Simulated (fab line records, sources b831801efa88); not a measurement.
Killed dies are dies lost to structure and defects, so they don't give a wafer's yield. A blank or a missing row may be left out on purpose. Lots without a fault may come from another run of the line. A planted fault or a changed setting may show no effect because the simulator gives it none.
Which tool did it? | flow gf180mcu | 13 lots, 39 wafers sampled, at 4 steps of a route of 602

WHAT THE GAUGES READ, wafer by wafer
GF_M3_THK_MEAS_06: measures by xrf.
lot  | measured     | on            | M3_ALCU_THK (nm)
L518 | day 19 23:49 | film_metro-04 | 459 454 455
L519 | day 20 18:46 | film_metro-01 | 456 455 452
L520 | day 20 22:42 | film_metro-01 | 449 454 447
L533 | day 25 23:28 | film_metro-04 | 450 460 456
L536 | day 26 19:55 | film_metro-02 | 447 444 447
L537 | day 26 23:33 | film_metro-02 | 449 445 441
L538 | day 27 02:30 | film_metro-02 | 451 450 448
L539 | day 27 14:40 | film_metro-02 | 449 454 449
L540 | day 27 19:16 | film_metro-04 | 453 449 451
L541 | day 28 11:12 | film_metro-04 | 448 447 447

WHICH TOOL RAN EACH LOT (tool, then ch and the chambers of the sampled wafers, then the start)
lot  | GF_M2_SPUTTER_03             | GF_V2_STRIP_18                       | GF_V2_CMP_26
L518 | pvd_sputter-02, day 17 22:04 | plasma_asher-01 ch 0,1, day 19 22:16 | cmp-01 ch 0,1,3, day 19 23:09
L519 | pvd_sputter-04, day 18 14:49 | plasma_asher-01 ch 0,1, day 20 17:13 | cmp-02 ch 1,2, day 20 18:06
L520 | pvd_sputter-04, day 18 18:23 | plasma_asher-01 ch 0,1, day 20 21:04 | cmp-02 ch 0,1,2, day 20 22:07
L522 | pvd_sputter-03, day 20 13:05 | plasma_asher-03 ch 0,1, day 22 14:11 | cmp-01 ch 0,2,3, day 22 15:13
L525 | pvd_sputter-04, day 21 04:38 | plasma_asher-03 ch 0, day 23 05:34   | cmp-02 ch 0,1,3, day 23 06:50
L524 | pvd_sputter-04, day 21 21:46 | plasma_asher-01 ch 0,1, day 23 21:53 | cmp-02 ch 0,2,3, day 23 22:52
L533 | pvd_sputter-04, day 24 01:07 | plasma_asher-01 ch 0,1, day 25 21:53 | cmp-01 ch 0,1,2, day 25 22:50
L536 | pvd_sputter-02, day 24 22:19 | plasma_asher-01 ch 0,1, day 26 18:17 | cmp-02 ch 1,3, day 26 19:16
L537 | pvd_sputter-03, day 25 02:07 | plasma_asher-03 ch 0,1, day 26 21:58 | cmp-02 ch 0,1,2, day 26 22:54
L538 | pvd_sputter-04, day 25 05:13 | plasma_asher-03 ch 0,1, day 27 00:55 | cmp-01 ch 0,2,3, day 27 01:54
L539 | pvd_sputter-02, day 25 18:56 | plasma_asher-01 ch 0,1, day 27 13:06 | cmp-01 ch 0,3, day 27 14:00
L540 | pvd_sputter-02, day 25 22:58 | plasma_asher-01 ch 0,1, day 27 17:41 | cmp-02 ch 0,1,3, day 27 18:41
L541 | pvd_sputter-04, day 26 16:56 | plasma_asher-01 ch 0,1, day 28 09:38 | cmp-01 ch 0,2,3, day 28 10:34
- GF_M2_SPUTTER_03: material Ti, target thk 10 nm, time 6.7 s.
- GF_V2_STRIP_18: strips in O2/N2.
- GF_V2_CMP_26: polishes, stops on SiO2, t overpolish 15 s, target thk 0 nm.

WHAT THE TOOLS THEMSELVES READ (means of the sampled wafers that have a number; where no wafer has one, the mark that the record gives instead)
GF_M2_SPUTTER_03.
lot  | tool           | throttle_valve_pct (%)
L518 | pvd_sputter-02 | 30.6
L519 | pvd_sputter-04 | 29.7
L520 | pvd_sputter-04 | 30.1
L522 | pvd_sputter-03 | 30.3
L525 | pvd_sputter-04 | 31.4
L524 | pvd_sputter-04 | 30.2
L533 | pvd_sputter-04 | 29.4
L536 | pvd_sputter-02 | 31.5
L537 | pvd_sputter-03 | 30.2
L538 | pvd_sputter-04 | 30.0
L539 | pvd_sputter-02 | 29.6
L540 | pvd_sputter-02 | 29.6
L541 | pvd_sputter-04 | 30.7

GF_V2_STRIP_18.
lot  | tool            | chamber_pressure_mTorr (mTorr) | drypump_motor_current_A (A) | heater_power_w (W) | oes_product_au (a.u.)
L518 | plasma_asher-01 | 1501.4                         | 5.4                         | 287                | 0.595
L519 | plasma_asher-01 | 1499.3                         | 5.1                         | 308                | 0.588
L520 | plasma_asher-01 | 1502.9                         | 5.1                         | 304                | 0.596
L522 | plasma_asher-03 | -                              | -                           | -                  | -
L525 | plasma_asher-03 | -                              | -                           | -                  | -
L524 | plasma_asher-01 | -                              | -                           | -                  | -
L533 | plasma_asher-01 | 1499.9                         | 5.1                         | 306                | 0.592
L536 | plasma_asher-01 | 1500.2                         | 5.4                         | 281                | 0.591
L537 | plasma_asher-03 | 1501.1                         | 5.5                         | 349                | 0.588
L538 | plasma_asher-03 | 1500.9                         | 5.6                         | 358                | 0.592
L539 | plasma_asher-01 | 1499.6                         | 5.1                         | 305                | 0.592
L540 | plasma_asher-01 | 1500.1                         | 5.1                         | 304                | 0.592
L541 | plasma_asher-01 | 1501.1                         | 5.1                         | 301                | 0.590

GF_V2_CMP_26.
lot  | tool   | motor_current_A (A) | overpolish_run_s (s) | time_to_endpoint_s (s)
L518 | cmp-01 | 10.9                | 14.993               | 81
L519 | cmp-02 | 11.4                | 14.998               | 90
L520 | cmp-02 | 11.3                | 15.003               | 86
L522 | cmp-01 | 11.3                | 14.997               | 85
L525 | cmp-02 | 10.5                | 14.993               | 90
L524 | cmp-02 | 10.7                | 14.991               | 86
L533 | cmp-01 | 10.1                | 14.995               | 87
L536 | cmp-02 | 10.9                | 14.994               | 86
L537 | cmp-02 | 11.0                | 14.990               | 88
L538 | cmp-01 | 11.1                | 14.998               | 87
L539 | cmp-01 | 11.8                | 15.006               | 82
L540 | cmp-02 | 10.6                | 15.006               | 87
L541 | cmp-01 | 10.9                | 14.999               | 83

THE ANSWER, worked out from the rows above alone
Rule: what is usual is taken from the lots themselves. Put in order of their means at a reading, lots are off if they are a third of the lots or fewer, leave a main group of 4 or more, and stand apart from it by a gap of 3 or more times the standard deviation of the main group's means; of several such gaps the widest counts. A main group whose means are all the same, to the digits that the tables above print for the reading, isn't used. A lot without any number at a reading at which 4 lots or more have one is off too. The other lots that the step has rows for count as sound. The gauges are gone through in route order, then the tools' own readings, and for those a lot's mean is taken as printed above. The first step at which some lot is off is used, and at that step the reading that is off furthest; a lot without a number counts as furthest.
Off: L522, L525, L524, at GF_V2_STRIP_18 (chamber_pressure_mTorr). Without a number there: L522, L525, L524. The main group: mean 1500.7 mTorr, standard deviation 1.
A tool fits if, at that step or a process step before it, it ran every lot that is off, and no sound lot after the first of them. None of those tried fits.

WHAT THE SIMULATOR HAD PUT IN
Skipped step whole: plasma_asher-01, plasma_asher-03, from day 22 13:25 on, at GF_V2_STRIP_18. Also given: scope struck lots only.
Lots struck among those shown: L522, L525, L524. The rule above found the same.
